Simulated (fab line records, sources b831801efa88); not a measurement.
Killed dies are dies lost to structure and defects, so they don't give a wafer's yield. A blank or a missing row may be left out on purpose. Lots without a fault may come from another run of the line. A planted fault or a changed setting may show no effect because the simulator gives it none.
Which tool did it? | flow gf180mcu | 7 lots, 21 wafers sampled, at 2 steps of a route of 602

WHAT THE GAUGES READ, wafer by wafer
GF_HV_LDD_TW_MEAS_50.
lot  | measured     | on            | HV_LDD_4_TW
L121 | day 16 10:16 | film_metro-03 | 502 501 505
L123 | day 16 21:02 | film_metro-02 | 569 572 573
L125 | day 17 14:31 | film_metro-01 | 574 576 573
L127 | day 18 04:46 | film_metro-03 | 556 553 555
L129 | day 19 00:03 | film_metro-02 | 576 575 578
L131 | day 19 16:10 | film_metro-03 | 559 559 558
L133 | day 20 07:48 | film_metro-01 | 574 572 571

WHICH TOOL RAN EACH LOT (tool, then ch and the chambers of the sampled wafers, then the start)
lot  | GF_HV_LDD_IMPLANT_48
L121 | implanter-01 ch 0, day 16 10:02
L123 | implanter-04 ch 0, day 16 20:47
L125 | implanter-04 ch 0, day 17 14:17
L127 | implanter-04 ch 0, day 18 04:32
L129 | implanter-04 ch 0, day 18 23:49
L131 | implanter-01 ch 0, day 19 15:56
L133 | implanter-01 ch 0, day 20 07:33
- GF_HV_LDD_IMPLANT_48

THE ANSWER, worked out from the rows above alone
Rule: what is usual is taken from the lots themselves. Put in order of their means at a reading, lots are off if they are a third of the lots or fewer, leave a main group of 4 or more, and stand apart from it by a gap of 3 or more times the standard deviation of the main group's means; of several such gaps the widest counts. A main group whose means are all the same, to the digits that the tables above print for the reading, isn't used. A lot without any number at a reading at which 4 lots or more have one is off too. The other lots that the step has rows for count as sound.
Off: L121, at GF_HV_LDD_TW_MEAS_50 (HV_LDD_4_TW). The main group: mean 568, standard deviation 8.2.
A tool fits if, at a process step before that reading, it ran every lot that is off, and no sound lot after the first of them. The gauges at GF_HV_LDD_TW_MEAS_50 are tried like those tools. None of those tried fits.

WHAT THE SIMULATOR HAD PUT IN
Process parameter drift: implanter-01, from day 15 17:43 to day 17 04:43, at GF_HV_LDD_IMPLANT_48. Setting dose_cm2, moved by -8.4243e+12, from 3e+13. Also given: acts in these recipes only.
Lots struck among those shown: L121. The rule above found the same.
